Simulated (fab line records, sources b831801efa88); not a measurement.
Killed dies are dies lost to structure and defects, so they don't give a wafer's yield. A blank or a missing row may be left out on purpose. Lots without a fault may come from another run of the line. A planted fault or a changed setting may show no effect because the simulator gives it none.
fab line records | flow sky130
record lots=12 wafers=33 last_day=50
route steps=708 shown SONOS_ONO@185 GATE_OXIDE@189 LOCAL_INTERCONNECT@400 PAD_OPEN@708
lots that met no fault: from a run of the same line without faults
start_h: hours from the record's first day to the start of the lot's first wafer shown | wait_h: hours since the lot's step before | " the same as in the row above | L1.1+2: a row that stands for several wafers | - no value, or no start given | * or withheld: withheld | < > ~ a bound
route shown NAME@n: a module of which the file shows steps, and the number in the route of the first | usual: mean/standard deviation of fault-free wafers | same: alike in all rows | chamber/n: place in a boat | sites: the reading at each site | _std_site: their standard deviation | _edge_site: outer sites' mean less inner sites' | radius_mm: how far each site lies from the wafer's centre | mask NAME#n: copy n | behind: the tool/chamber that last shaped the wafer | hold: why the lot was held/for how many hours/how that ended | device: the transistor (n, p or np) that didn't switch | end of line: the same wafers' tests at the end of the route | a step without rows: its recipe alone | killed: dies lost to structure and defects at the first sort, not the wafer's yield | map: a wafer's dies, x killed, . not, _ none there
set.NAME: the setting as run; set.NAME@STEP: as run at that earlier step | model.NAME: the simulator's own value behind a step, which no gauge read
steps of the route over a sample of lots; a table a step, a row a wafer
services: from which hour (start_h, from the record's first day; less than 0 if before it) a tool's chamber was out of use, for how many hours, and why
## steps
# step SKY_SONOS_ONO_STRIP_17
# recipe chemistry=O2/N2 power_w=1400 pressure_mtorr=1500 platen_temp_c=withheld o2_flow_sccm=3000 n2_flow_sccm=300 overash_fraction=0.5
# usual drypump_motor_current_A=5.7/0.35 oes_product_au=0.709/0.0045 strip_time_to_endpoint_s=14.11/0.042
# columns lot.wafer tool chamber start_h wait_h drypump_motor_current_A oes_product_au rf_hours_counter_h strip_time_to_endpoint_s
L299.2 plasma_asher-02 1 286.54 0.0 5.2 0.705 17 14.05
L299.3 " 1 " " 5.2 0.712 - 14.10
L299.5 " 1 " " 5.2 0.703 - 14.08
L301.3 plasma_asher-04 1 311.57 0.0 5.5 0.701 - 14.13
L301.4 " 0 " " 6.0 0.711 - 14.12
L301.6 " 0 " " 6.0 0.705 - 14.10
L302.2 plasma_asher-01 0 312.14 0.0 5.4 0.712 65 14.04
L302.4 " 0 " " 5.5 0.711 - 14.01
L302.6 " 0 " " 5.4 0.713 - 14.04
L303.1 plasma_asher-04 0 321.49 0.0 6.0 0.709 60 14.12
L303.5 " 1 " " 5.5 0.710 - 14.14
L303.6 " 0 " " 6.0 0.703 - 14.14
L304.3 plasma_asher-04 1 329.17 0.0 5.5 0.710 - 14.09
L304.4 " 0 " " 6.0 0.715 - 14.11
L304.5 " 1 " " 5.5 0.710 - 14.12
L311.1 plasma_asher-04 0 382.78 0.0 6.0 0.711 66 14.14
L311.3 " 1 " " 5.5 0.709 - 14.12
L312.1 plasma_asher-02 1 395.14 0.0 5.1 0.712 28 14.14
L312.3 " 0 " " 6.2 0.709 - 14.13
L313.1 plasma_asher-04 1 406.75 0.0 5.5 0.707 68 14.10
L313.4 " 1 " " 5.5 0.713 - 14.13
L316.2 plasma_asher-04 0 441.34 0.0 6.0 0.707 70 14.15
L316.3 " 0 " " 6.0 0.710 - 14.17
L316.4 " 1 " " 5.5 0.706 - 14.14
L317.1 plasma_asher-01 1 441.64 0.0 5.8 0.706 1 14.19
L317.2 " 0 " " 5.5 0.706 1 14.19
L317.5 " 0 " " 5.5 0.704 - 14.16
L319.3 plasma_asher-01 0 459.71 0.0 5.5 0.711 - 14.11
L319.4 " 1 " " 5.9 0.707 - 14.13
L319.6 " 1 " " 5.8 0.710 - 14.13
L321.4 plasma_asher-01 1 472.68 0.0 5.9 0.718 - 14.09
L321.5 " 0 " " 5.4 0.712 - 14.11
L321.6 " 1 " " 5.8 0.711 - 14.10
# step SKY_GATE_OXIDE_THK_MEAS_02
# recipe reads=SiO2_of_GATE_OXIDE_OXIDATION_01
# usual GATE_OXIDE_OXIDATION_00_THK=10.23/0.28
# columns lot.wafer tool chamber start_h wait_h GATE_OXIDE_OXIDATION_00_THK[nm]
L299.2 film_metro-01 - 290.01 0.0 10.24
L299.3 " - " " 10.24
L299.5 " - " " 10.21
L301.3 film_metro-01 - 313.31 0.0 10.11
L301.4 " - " " 9.98
L301.6 " - " " 9.95
L302.2 film_metro-02 - 314.58 0.0 9.99
L302.4 " - " " 10.12
L302.6 " - " " 10.00
L303.1 film_metro-02 - 324.39 0.0 10.01
L303.5 " - " " 9.79
L303.6 " - " " 9.95
L304.3 film_metro-03 - 330.78 0.0 9.86
L304.4 " - " " 9.95
L304.5 " - " " 9.84
L311.1 film_metro-03 - 384.40 0.0 10.48
L311.3 " - " " 10.46
L312.1 film_metro-02 - 398.21 0.0 9.98
L312.3 " - " " 10.03
L313.1 film_metro-01 - 411.87 0.0 9.96
L313.4 " - " " 9.94
L316.2 film_metro-01 - 442.97 0.0 10.69
L316.3 " - " " 10.67
L316.4 " - " " 10.59
L317.1 film_metro-02 - 443.26 0.0 10.34
L317.2 " - " " 10.50
L317.5 " - " " 10.47
L319.3 film_metro-03 - 461.32 0.0 10.31
L319.4 " - " " 10.37
L319.6 " - " " 10.40
L321.4 film_metro-01 - 474.30 0.0 10.47
L321.5 " - " " 10.55
L321.6 " - " " 10.51
# step SKY_GATE_OXIDE_OVL_MEAS_10
# usual GATE_OXIDE_OVL=0.1/1.1
# columns lot.wafer tool chamber start_h wait_h GATE_OXIDE_OVL[nm]
L299.2 overlay-01 - 315.88 0.1 1.7
L299.3 " - " " 2.3
L299.5 " - " " 0.9
L301.3 overlay-02 - 340.28 0.7 -0.4
L301.4 " - " " 0.6
L301.6 " - " " -0.7
L302.2 overlay-02 - 341.52 0.1 0.0
L302.4 " - " " 1.1
L302.6 " - " " 1.6
L303.1 overlay-02 - 351.56 0.1 0.9
L303.5 " - " " 0.5
L303.6 " - " " -1.7
L304.3 overlay-02 - 358.28 0.1 0.3
L304.4 " - " " 1.9
L304.5 " - " " 1.5
L311.1 overlay-02 - 413.76 0.1 -0.7
L311.3 " - " " 0.3
L312.1 overlay-01 - 428.17 0.1 0.3
L312.3 " - " " -1.5
L313.1 overlay-01 - 442.47 0.1 2.1
L313.4 " - " " -0.1
L316.2 overlay-01 - 473.72 0.1 0.6
L316.3 " - " " -0.3
L316.4 " - " " -0.6
L317.1 overlay-01 - 474.12 0.1 0.6
L317.2 " - " " 0.2
L317.5 " - " " -1.3
L319.3 overlay-02 - 491.43 0.1 1.1
L319.4 " - " " 1.6
L319.6 " - " " 0.9
L321.4 overlay-02 - 504.89 0.1 0.2
L321.5 " - " " 0.9
L321.6 " - " " 1.1
# step SKY_LOCAL_INTERCONNECT_ETCH_13
# recipe chemistry=N2/H2 target=BARC ion_energy_ev=200 bias_w=100 pressure_mtorr=30 n2_flow_sccm=100 h2_flow_sccm=200 icp_w=500 stop_on=SiO2 time_s=45.9 target_depth_a=600
# usual drypump_motor_current_A=6.0/0.55 oes_product_au=0.855/0.0049 throttle_valve_pct=13.225/0.0083
# columns lot.wafer tool chamber start_h wait_h drypump_motor_current_A oes_product_au rf_hours_counter_h throttle_valve_pct
L299.2 rie_metal-04 0 711.89 0.0 6.4 0.852 4 13.215
L299.3 " 1 " " 6.8 0.854 - 13.223
L299.5 " 0 " " 6.4 0.856 - 13.222
L301.3 rie_metal-01 1 743.48 0.1 5.4 0.855 - 13.230
L301.4 " 1 " " 5.3 0.850 - 13.225
L301.6 " 1 " " 5.3 0.860 - 13.227
L302.2 rie_metal-04 0 745.24 0.0 6.4 0.863 6 13.232
L302.4 " 0 " " 6.4 0.862 - 13.223
L302.6 " 1 " " 6.7 0.853 - 13.228
L303.1 rie_metal-01 1 747.02 0.0 5.4 0.856 7 13.215
L303.5 " 1 " " 5.4 0.851 - 13.211
L303.6 " 1 " " 5.4 0.851 - 13.239
L304.3 rie_metal-01 1 753.76 0.1 5.4 0.847 - 13.227
L304.4 " 1 " " 5.3 0.847 - 13.225
L304.5 " 1 " " 5.4 0.857 - 13.217
L311.1 rie_metal-01 0 809.09 0.0 5.5 0.857 10 13.221
L311.3 " 0 " " 5.5 0.855 - 13.213
L312.1 rie_metal-01 1 813.74 0.0 5.3 0.856 10 13.230
L312.3 " 0 " " 5.5 0.852 - 13.220
L313.1 rie_metal-01 1 826.22 0.0 5.4 0.855 11 13.208
L313.4 " 1 " " 5.4 0.846 - 13.221
L316.2 rie_metal-04 1 855.12 0.0 6.8 0.853 8 13.207
L316.3 " 0 " " 6.4 0.863 - 13.226
L316.4 " 1 " " 6.7 0.860 - 13.236
L317.1 rie_metal-02 1 859.52 0.0 6.6 0.857 10 13.232
L317.2 " 0 " " 6.0 0.855 16 13.224
L317.5 " 0 " " 6.0 0.864 - 13.233
L319.3 rie_metal-02 1 869.59 0.0 6.6 0.858 - 13.218
L319.4 " 0 " " 6.0 0.860 - 13.228
L319.6 " 0 " " 6.0 0.849 - 13.219
L321.4 rie_metal-02 1 881.89 0.0 6.6 0.862 - 13.218
L321.5 " 1 " " 6.6 0.865 - 13.217
L321.6 " 0 " " 6.0 0.850 - 13.214
# step SKY_LOCAL_INTERCONNECT_STRIP_15
# recipe chemistry=O2/N2 power_w=1400 pressure_mtorr=1500 platen_temp_c=withheld o2_flow_sccm=3000 n2_flow_sccm=300 overash_fraction=0.5
# usual drypump_motor_current_A=5.5/0.47 oes_product_au=0.428/0.0045 strip_time_to_endpoint_s=4.731/0.025
# columns lot.wafer tool chamber start_h wait_h drypump_motor_current_A oes_product_au rf_hours_counter_h strip_time_to_endpoint_s
L299.2 plasma_asher-04 1 712.00 0.0 5.5 0.425 96 4.700
L299.3 " 0 " " 6.0 0.426 - 4.696
L299.5 " 1 " " 5.5 0.433 - 4.690
L301.3 plasma_asher-02 0 743.70 0.1 6.3 0.427 - 4.736
L301.4 " 1 " " 5.2 0.437 - 4.729
L301.6 " 0 " " 6.3 0.428 - 4.741
L302.2 plasma_asher-03 1 745.35 0.0 5.0 0.425 92 4.690
L302.4 " 0 " " 5.1 0.430 - 4.695
L302.6 " 1 " " 5.1 0.434 - 4.704
L303.1 plasma_asher-04 0 747.25 0.1 6.0 0.426 0 4.772
L303.5 " 0 " " 6.0 0.425 - 4.751
L303.6 " 1 " " 5.5 0.431 - 4.774
L304.3 plasma_asher-03 0 753.98 0.1 5.0 0.429 - 4.733
L304.4 " 1 " " 5.1 0.434 - 4.719
L304.5 " 0 " " 5.0 0.427 - 4.756
L311.1 plasma_asher-03 0 809.20 0.0 5.0 0.428 99 4.769
L311.3 " 1 " " 5.1 0.417 - 4.498
L312.1 plasma_asher-03 0 813.86 0.0 5.0 0.426 99 4.755
L312.3 " 0 " " 5.0 0.420 - 4.529
L313.1 plasma_asher-02 1 826.34 0.0 5.2 0.428 69 4.759
L313.4 " 0 " " 6.3 0.421 - 4.518
L316.2 plasma_asher-03 0 855.24 0.0 5.0 0.421 103 4.723
L316.3 " 1 " " 5.1 0.431 - 4.715
L316.4 " 0 " " 5.0 0.426 - 4.709
L317.1 plasma_asher-04 1 859.63 0.0 5.5 0.436 11 4.710
L317.2 " 0 " " 6.0 0.423 11 4.748
L317.5 " 0 " " 6.0 0.430 - 4.742
L319.3 plasma_asher-04 1 869.72 0.1 5.5 0.427 - 4.726
L319.4 " 0 " " 6.0 0.423 - 4.729
L319.6 " 1 " " 5.5 0.423 - 4.754
L321.4 plasma_asher-02 1 882.02 0.1 5.2 0.426 - 4.738
L321.5 " 0 " " 6.3 0.428 - 4.741
L321.6 " 1 " " 5.2 0.425 - 4.770
# step SKY_PAD_OPEN_PROBE_99
# usual killed_at_M0_to_M3=44/7.5 killed_at_M4_up=3.2/1.9 killed_at_contacts=23/4.7 killed_at_front_end=15/4.7 killed_at_other=0.4/0.66 killed_dies=87/9.3 killed_open=47/7.2 killed_short=39/6.5
# same gross_dies=492 killed_at_back_side=0
# columns lot.wafer tool chamber start_h wait_h killed_at_M0_to_M3 killed_at_M4_up killed_at_contacts killed_at_front_end killed_at_other killed_dies killed_open killed_short
L312.1 prober-02 - 1154.80 0.1 54 3 24 15 0 96 54 42
# killed by level:class
L312.1 CONTACT:geometric_particle:open=10 VIA1:geometric_particle:open=10 VIA2:geometric_particle:open=7 LI_CONTACT:geometric_particle:open=6 VIA3:geometric_particle:open=6 VIA3:geometric_particle:short=6 POLY_GATE:geometric_particle:short=4 CONTACT:geometric_particle:short=4
## services
# columns tool chamber start_h hours kind
plasma_asher-02 - 276.58 3.1 repair
rie_metal-01 - 339.04 2.8 pm
plasma_asher-03 - 378.58 1.8 repair
plasma_asher-04 - 389.09 1.9 repair
plasma_asher-04 - 402.08 1.4 repair
rie_metal-01 0 405.79 4.0 repair
plasma_asher-04 - 410.55 0.3 repair
plasma_asher-04 - 424.81 11.2 repair
plasma_asher-04 - 451.47 0.5 repair
rie_metal-01 1 468.78 29.1 repair
plasma_asher-04 - 481.21 11.0 repair
rie_metal-01 - 498.98 1.2 repair
rie_metal-01 - 570.27 0.2 repair
rie_metal-01 0 590.72 6.9 repair
plasma_asher-04 - 599.43 2.8 pm
plasma_asher-04 - 682.13 2.8 repair
rie_metal-01 0 698.94 1.9 repair
rie_metal-01 1 700.08 1.3 repair
rie_metal-01 0 719.84 3.6 repair
plasma_asher-04 - 733.75 9.0 pm
rie_metal-01 0 742.35 17.8 repair
plasma_asher-04 - 786.38 6.1 repair
plasma_asher-04 - 808.40 8.5 repair
rie_metal-01 - 810.00 2.5 repair
## key
first_sign step=SKY_LOCAL_INTERCONNECT_STRIP_15 reading=strip_time_to_endpoint_s direction=down sigmas=8.7 usual=* struck=*
effect none on later readings
met_at SKY_LOCAL_INTERCONNECT_ETCH_13
struck_lots L311,L312,L313
struck_wafers L311.3,L312.3,L313.4
tester_left_out L311,L312,L313
not_acting_at SKY_SONOS_ONO_STRIP_17,SKY_GATE_OXIDE_THK_MEAS_02,SKY_GATE_OXIDE_OVL_MEAS_10
onset_between 753.76 809.09
fault kind=process_parameter_drift tool=rie_metal-01 chamber=- onset_h=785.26 steps=SKY_LOCAL_INTERCONNECT_ETCH_13 channel=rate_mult offset=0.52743 shape=step end_h=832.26 scope=struck_wafers_only
# tester_left_out: of these lots the tester's yield and bins aren't shown, on N5 and GAA mostly nor the transistor test; their killed dies are dies lost to structure and defects alone, not to doping, threshold or leakage, so they don't give the yield
